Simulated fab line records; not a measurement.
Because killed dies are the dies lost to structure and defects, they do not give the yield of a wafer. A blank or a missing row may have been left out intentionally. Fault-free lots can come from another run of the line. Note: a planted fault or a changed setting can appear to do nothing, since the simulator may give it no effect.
fab line records | flow sky130
[record] lots = 4 wafers = 12 last_day = 49
route steps=708 shown METAL4@627 VIA4@639 METAL5@661 PAD_OPEN@708
lots with no fault: from the same line, run without faults
start_h: hours from the record's first day to the start of the lot's first wafer shown | wait_h: hours from the lot's prior step to this one | " identical to the entry in the row above | L1.1+2: a row that stands for several wafers | - either no value or no given start | * or withheld: withheld | < > ~ a bound
route shown NAME@n: NAME is a module with steps in the file, n the number in the route of the first one | usual: mean/standard deviation taken from wafers without a fault | same: alike in all rows | chamber/n: place in a boat | sites: readings site by site | _std_site: the values' standard deviation | _edge_site: the outer-site mean with the inner-site mean subtracted | radius_mm: how far each site lies from the wafer's centre | mask NAME#n: copy n | behind: the tool/chamber that last shaped the wafer | hold: cause of the lot's hold/its duration in hours/its outcome | device: which transistor (n, p or np) failed to switch | end of line: the tests these same wafers got at the end of their route | step lacking rows: just its recipe | killed: dies lost to structure and defects at the first sort, not the wafer's yield | map: the dies of a wafer, with x for killed, . for not killed, _ for no die there
set.NAME: the setting as run; set.NAME@STEP: as run at that earlier step | model.NAME: the simulator's own value behind a step, which no gauge read
lots at selected steps of the route; one table per step, one row per wafer
services: a tool's chamber out of use, with start hour (start_h, from the record's first day; less than 0 if before it), hours out, and reason
[[steps]]
[step SKY_METAL4_PEB_11]
[recipe] peb_temp_c = withheld peb_time_s = withheld resist = KrF-thick
[step SKY_METAL4_DEVELOP_12]
[recipe] develop_time_s = 60 resist = KrF-thick dev_temp_c = 21
[step SKY_METAL4_DESCUM_15]
[recipe] chemistry = O2 source_power_w = 150 bias_power_w = 0 pressure_mtorr = 10 temp_c = 40 time_s = 8
[step SKY_METAL4_ETCH_16]
[recipe] chemistry = N2/H2 target = BARC ion_energy_ev = 200 bias_w = 100 pressure_mtorr = 30 n2_flow_sccm = 100 h2_flow_sccm = 200 icp_w = 485.4 stop_on = SiO2 time_s = 88.2 target_depth_a = 600
[step SKY_METAL4_ETCH_17]
[recipe] target = SiO2 stop_on = TiN chemistry = C4F8/O2/Ar source_w = 1500 bias_w = 1200 pressure_mtorr = 40 c4f8_flow_sccm = withheld O2_flow_sccm = 6 Ar_flow_sccm = 300 time_s = 3.9 target_depth_a = 150
[step SKY_METAL4_METAL_ETCH_18]
[recipe] target_depth_a = 8450 stop_on = SiO2 over_etch_frac = 0.3 time_s = 183.1 chemistry = Cl2/BCl3 resist_sidewall_deg = 88 pressure_mtorr = 10 icp_w = 900 bias_w = 48.5 Cl2_flow_sccm = 60 bcl3_flow_sccm = 30
[step SKY_METAL4_STRIP_19]
[recipe] chemistry = O2/N2 power_w = 1400 pressure_mtorr = 1500 platen_temp_c = withheld o2_flow_sccm = 3000 n2_flow_sccm = 300 overash_fraction = 0.5
[step SKY_METAL4_STRIP_20]
[recipe] chemistry = post_etch_residue_remover time_s = 1200 temp_c = 72.5
[step SKY_METAL4_CLEAN_21]
[recipe] chemistry = IPA time_s = 180 temp_c = 25
[step SKY_METAL4_CLEAN_22]
[recipe] chemistry = O3/DIW dry = n2_spin
[step SKY_VIA4_HDPCVD_00]
[recipe] material = SiO2 target_thk_nm = 1750 sigma_open_frac = 0.3 time_s = 291.7 temp_c = 400 sih4_flow_sccm = 60 pressure_mtorr = 6
// columns lot.wafer tool chamber start_h wait_h
L661.4+5+6 hdpcvd-01 2,1,0 1026.55 0.1
L665.1+2+3 hdpcvd-02 2,1,0 1050.66 0.0
L673.1+2+4 hdpcvd-01 1,0,2 1104.97 0.0
L674.1+2+5 hdpcvd-01 0,2,2 1111.36 0.0
[step SKY_VIA4_CMP_02]
[recipe] material = SiO2 down_force_psi = 4 platen_rpm = 60 pad_velocity_m_s = 0.94248
[step SKY_VIA4_DEHYDRATE_04]
[recipe] temp_c = 200 time_s = 60
[step SKY_VIA4_HMDS_05]
[recipe] prime_time_s = 60 prime_temp_c = 120
[step SKY_VIA4_COAT_06]
[recipe] resist = NOVOLAK spin_rpm = 3000 resist_thk_nm = 1140
[step SKY_VIA4_SOFTBAKE_07]
[recipe] temp_c = 90 time_s = 60 resist = NOVOLAK
[step SKY_VIA4_EXPOSE_08]
[recipe] mask_id = VIM4 na = 0.6 source_shape = conventional sigma_outer = 0.6 polarization = unpolarized target_cd_nm = 800 dose_mj = 132
[step SKY_VIA4_PEB_09]
[recipe] temp_c = withheld time_s = * resist = NOVOLAK
[step SKY_VIA4_DEVELOP_10]
[recipe] resist = NOVOLAK developer = TMAH develop_time_s = 60 dev_temp_c = 23
[step SKY_VIA4_ETCH_12]
[recipe] target = SiO2 chemistry = C4F8/O2/Ar stop_on = TiN mask_material = NOVOLAK source_w = 1500 bias_w = 1200 pressure_mtorr = 40 c4f8_flow_sccm = withheld O2_flow_sccm = 6 Ar_flow_sccm = 300 time_s = withheld target_depth_a = 5800
[step SKY_VIA4_STRIP_13]
[recipe] chemistry = O2/N2 power_w = 1400 pressure_mtorr = 1500 platen_temp_c = withheld o2_flow_sccm = 3000 n2_flow_sccm = 300 overash_fraction = 0.5
[step SKY_VIA4_STRIP_14]
[recipe] chemistry = post_etch_residue_remover time_s = 1200 temp_c = 72.5
[step SKY_VIA4_CLEAN_15]
[recipe] chemistry = IPA time_s = 180 temp_c = 25
[step SKY_VIA4_CLEAN_16]
[recipe] chemistry = O3/DIW dry = n2_spin
[step SKY_VIA4_SPUTTER_17]
[recipe] material = TiN target_thk_nm = 20 chamber_pressure_pa = 5 power_w = 4000 time_s = 80
[step SKY_VIA4_CVD_18]
[recipe] material = W target_thk_nm = 505 time_s = 152.14 temp_c = 398 pressure_torr = 40
[step SKY_VIA4_CMP_21]
[recipe] stop_on = SiO2 t_overpolish_s = 25 down_force_psi = 3.5 platen_rpm = 60 target_thk_nm = 0 pad_velocity_m_s = 0.94248
[step SKY_METAL5_SPUTTER_00]
[recipe] material = Ti target_thk_nm = 15 power_w = 3000 time_s = 10 chamber_pressure_pa = 0.4
[step SKY_METAL5_SPUTTER_01]
[recipe] material = TiN target_thk_nm = 20 power_w = 6500 time_s = 16.7 chamber_pressure_pa = 0.4
[step SKY_METAL5_SPUTTER_02]
[recipe] material = AlCu target_thk_nm = 1150 power_w = 10600 time_s = 61.2 chamber_pressure_pa = 0.4
[step SKY_METAL5_SPUTTER_03]
[recipe] material = Ti target_thk_nm = 5 power_w = 3000 time_s = 3.3 chamber_pressure_pa = 0.4
[step SKY_METAL5_SPUTTER_04]
[recipe] material = TiN target_thk_nm = 70 power_w = 6500 time_s = 58.3 chamber_pressure_pa = 0.4
[step SKY_METAL5_DEHYDRATE_07]
[recipe] temp_c = 200 time_s = 60
[step SKY_PAD_OPEN_PROBE_99]
[usual] defect_limited_yield = 82.5/1.8 killed_at_M0_to_M3 = 45/6.8 killed_at_M4_up = 3.1/2 killed_at_contacts = 23/5.2 killed_at_front_end = 14/3.7 killed_at_other = 0.3/0.61 killed_dies = 86/9 killed_open = 46/6.9 killed_short = 39/6.4 sort_bin_3_pad_short = 0.9/0.44 sort_bin_5_function = 10.5/1.4 sort_bin_6_memory = 6.1/1.1 sort_bin_8_speed = 0.01/0.052 sort_n_pass = 406/9 sort_yield_pct = 82.5/1.8
[same] gross_dies = 492 killed_at_back_side = 0 sort_bin_4_leakage[%] = 0
// columns lot.wafer tool chamber start_h wait_h defect_limited_yield[%] killed_at_M0_to_M3 killed_at_M4_up killed_at_contacts killed_at_front_end killed_at_other killed_dies killed_open killed_short sort_bin_3_pad_short[%] sort_bin_5_function[%] sort_bin_6_memory[%] sort_bin_8_speed[%] sort_n_pass sort_yield_pct[%] model.etest.tester.sort_n_pass model.etest.tester.sort_yield_pct model.etest.tester.sort_bin_5_pct model.etest.tester.sort_bin_3_pct
L661.4 prober-02 - 1116.18 0.2 79.1 47 1 42 13 0 103 50 53 0.2 11.4 9.3 0 389 79.1 389 79.06 11.38 0.2033
L661.5 prober-02 - 1116.23 0.2 79.5 42 0 38 21 0 101 57 44 1.0 13.6 5.9 0 391 79.5 391 79.47 13.62 1.016
L661.6 prober-02 - 1116.28 0.2 82.3 47 2 20 15 3 87 45 42 0.4 12.2 5.1 0 405 82.3 405 82.32 12.2 0.4065
L665.1 prober-02 - 1139.16 0.1 82.1 48 2 23 14 1 88 43 45 1.4 11.2 5.3 0.20 403 81.9 403 81.91 11.18 1.423
L665.2 prober-02 - 1139.21 0.1 83.7 43 3 22 12 0 80 42 37 0.4 10.4 5.5 0 412 83.7 412 83.74 10.37 0.4065
L665.3 prober-02 - 1139.26 0.2 83.1 37 1 31 14 0 83 55 28 0.4 9.1 7.3 0 409 83.1 409 83.13 9.146 0.4065
L673.1 prober-02 - 1182.95 0.1 76.0 45 40 20 12 1 118 39 39 3.5 15.7 4.9 0 374 76.0 374 76.02 15.65 3.455
L673.2 prober-02 - 1183.00 0.1 73.2 40 55 28 9 0 132 53 29 4.1 16.1 6.7 0 360 73.2 360 73.17 16.06 4.065
L673.4 prober-02 - 1183.10 0.2 74.4 43 58 18 7 0 126 35 36 2.0 16.3 7.3 0 366 74.4 366 74.39 16.26 2.033
L674.1 prober-01 - 1187.63 0.1 71.7 42 59 18 20 0 139 46 36 2.0 19.1 7.1 0 353 71.7 353 71.75 19.11 2.033
L674.2 prober-01 - 1187.68 0.1 69.1 41 63 29 18 1 152 46 50 3.5 20.1 7.3 0 340 69.1 340 69.11 20.12 3.455
L674.5 prober-01 - 1187.83 0.2 70.1 51 64 23 9 0 147 47 46 1.6 21.1 7.1 0 345 70.1 345 70.12 21.14 1.626
// killed by level:class
L661.4 LI_CONTACT:geometric_particle:open=12 CONTACT:geometric_particle:open=11 LI_CONTACT:geometric_particle:short=8 VIA1:geometric_particle:open=8 VIA2:geometric_particle:short=7 VIA2:geometric_particle:open=7 METAL3:geometric_particle:short=6 CONTACT:geometric_particle:short=6
L661.5 CONTACT:geometric_particle:open=16 LI_CONTACT:geometric_particle:open=9 POLY_GATE:geometric_particle:open=8 VIA2:geometric_particle:open=8 VIA1:geometric_particle:open=7 CONTACT:geometric_particle:short=7 METAL1:geometric_particle:short=7 POLY_GATE:geometric_particle:short=5
L661.6 VIA1:geometric_particle:open=18 VIA2:geometric_particle:open=6 VIA3:geometric_particle:open=6 FIELD_ISO:geometric_particle:short=4 LI_CONTACT:geometric_particle:short=4 LI_CONTACT:geometric_particle:open=4 LOCAL_INTERCONNECT:geometric_particle:short=4 CONTACT:geometric_particle:open=4
L665.1 VIA2:geometric_particle:open=11 CONTACT:geometric_particle:open=9 LI_CONTACT:geometric_particle:open=7 METAL1:geometric_particle:short=7 VIA1:geometric_particle:open=7 METAL2:geometric_particle:short=7 POLY_GATE:geometric_particle:short=5 FIELD_ISO:geometric_particle:short=4
L665.2 VIA1:geometric_particle:open=13 VIA3:geometric_particle:open=9 CONTACT:geometric_particle:open=7 METAL2:geometric_particle:short=6 LI_CONTACT:geometric_particle:open=5 POLY_GATE:geometric_particle:short=4 VIA1:geometric_particle:short=4 VIA3:geometric_particle:short=4
L665.3 CONTACT:geometric_particle:open=12 LI_CONTACT:geometric_particle:open=11 VIA1:geometric_particle:open=9 VIA2:geometric_particle:open=8 METAL1:geometric_particle:short=6 POLY_GATE:geometric_particle:open=5 POLY_GATE:geometric_particle:short=5 LOCAL_INTERCONNECT:geometric_particle:short=5
L673.1 VIA4:unspecified=38 VIA1:geometric_particle:open=8 LI_CONTACT:geometric_particle:open=7 VIA1:geometric_particle:short=7 VIA3:geometric_particle:open=7 CONTACT:geometric_particle:open=6 METAL2:geometric_particle:short=5 VIA2:geometric_particle:short=4
L673.2 VIA4:unspecified=50 CONTACT:geometric_particle:open=11 VIA2:geometric_particle:open=8 VIA1:geometric_particle:open=7 VIA1:geometric_particle:short=7 VIA3:geometric_particle:open=7 LI_CONTACT:geometric_particle:open=6 CONTACT:geometric_particle:short=5
L673.4 VIA4:unspecified=55 CONTACT:geometric_particle:open=9 VIA2:geometric_particle:open=8 METAL1:geometric_particle:short=7 VIA1:geometric_particle:open=6 METAL2:geometric_particle:short=6 CONTACT:geometric_particle:short=4 VIA1:geometric_particle:short=4
L674.1 VIA4:unspecified=57 METAL2:geometric_particle:short=9 VIA1:geometric_particle:open=9 CONTACT:geometric_particle:open=8 FIELD_ISO:geometric_particle:open=6 POLY_GATE:geometric_particle:open=6 LI_CONTACT:geometric_particle:short=5 METAL1:geometric_particle:short=4
L674.2 VIA4:unspecified=56 CONTACT:geometric_particle:open=10 METAL2:geometric_particle:short=8 VIA1:geometric_particle:open=7 FIELD_ISO:geometric_particle:short=6 LI_CONTACT:geometric_particle:open=6 FIELD_ISO:geometric_particle:open=5 POLY_GATE:geometric_particle:short=5
L674.5 VIA4:unspecified=54 VIA1:geometric_particle:open=13 VIA2:geometric_particle:open=9 VIA1:geometric_particle:short=7 METAL4:geometric_particle:short=7 CONTACT:geometric_particle:short=6 VIA3:geometric_particle:open=6 LI_CONTACT:geometric_particle:open=5
// map L673.2 (x killed, . not)
__________..x..x...._________
________.......x.....x_______
______...x.x............_____
_____.xx.x..x............____
____..x.............x..x..___
___.x.xx.................x.__
__....x.xxx....xxx....xx.x.._
_.x..x.xx......x....x...xxxx.
_.........xxx..x.x.x...xxxxxx
_..x.x.........xxx..xxxxxxxx.
_.............xxx.x..xxxxxxxx
_.x.....x..x..x......xxxxxxxx
_x..x..x........x.....xxxxxxx
_..x...............x.x..xxxxx
_x.........x..........xx..x..
__.....x.....x.x....x..x..x._
___.......x..............x.__
____................x...x.___
_____x....x...x.x..x.....____
______........xx.......x_____
________.....x.x.....x_______
__________..x......._________
// map L674.2 (x killed, . not)
__________.x...x.xx._________
________.x..x..xx.x..._______
______x.x........x.x.x.._____
_____.........xx.........____
____...x..........xx...xx.___
___...x......x.x........xx.__
__..xx...x.................._
_x......xxx..x.xx...x..x.....
_x..xxxxxxxx......x..xx...x..
_....xxxxxxxxx..........x.x..
_.x..xxxxxxxxxx.........xxx..
_x..xxxxxxxxxx.....x....x.xx.
_...xxxxxxxxx.x.......x....x.
_....xxxxxxxx.....x..x.x.....
_xx....xx.xx.xx...x...xx..x..
__..x....x.xx...x....x.xx..._
___x.................x.x.x.__
____.......x...........x..___
_____..x.....x...........____
______x.x.x..........x.._____
________..x......xx..x_______
__________.x.x......_________
[[services]]
// columns tool chamber start_h hours kind
hdpcvd-02 0 1076.36 19.3 repair
hdpcvd-02 - 1081.25 1.0 repair
[[key]]
[first_sign] step = SKY_PAD_OPEN_PROBE_99 reading = killed_at_M4_up direction = up sigmas = 27 usual = 3.1 struck = 56.5
[effect] step = SKY_PAD_OPEN_PROBE_99 reading = sort_n_pass direction = down sigmas = 5.5 usual = 406 struck = 356
[model_effect] step = SKY_PAD_OPEN_PROBE_99 value = etest.tester.sort_n_pass without = 401.8 struck = 356.3
met_at SKY_VIA4_HDPCVD_00
struck_wafers L673.1,L673.2,L673.4,L674.1,L674.2,L674.5
onset_between 1026.55 1104.97
also_fits time
[fault] kind = chamber_particle_source tool = hdpcvd-01 chamber = - onset_h = 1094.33 steps = SKY_VIA4_HDPCVD_00 rate_per_visit_cm2 = 0.87558 end_h = 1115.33
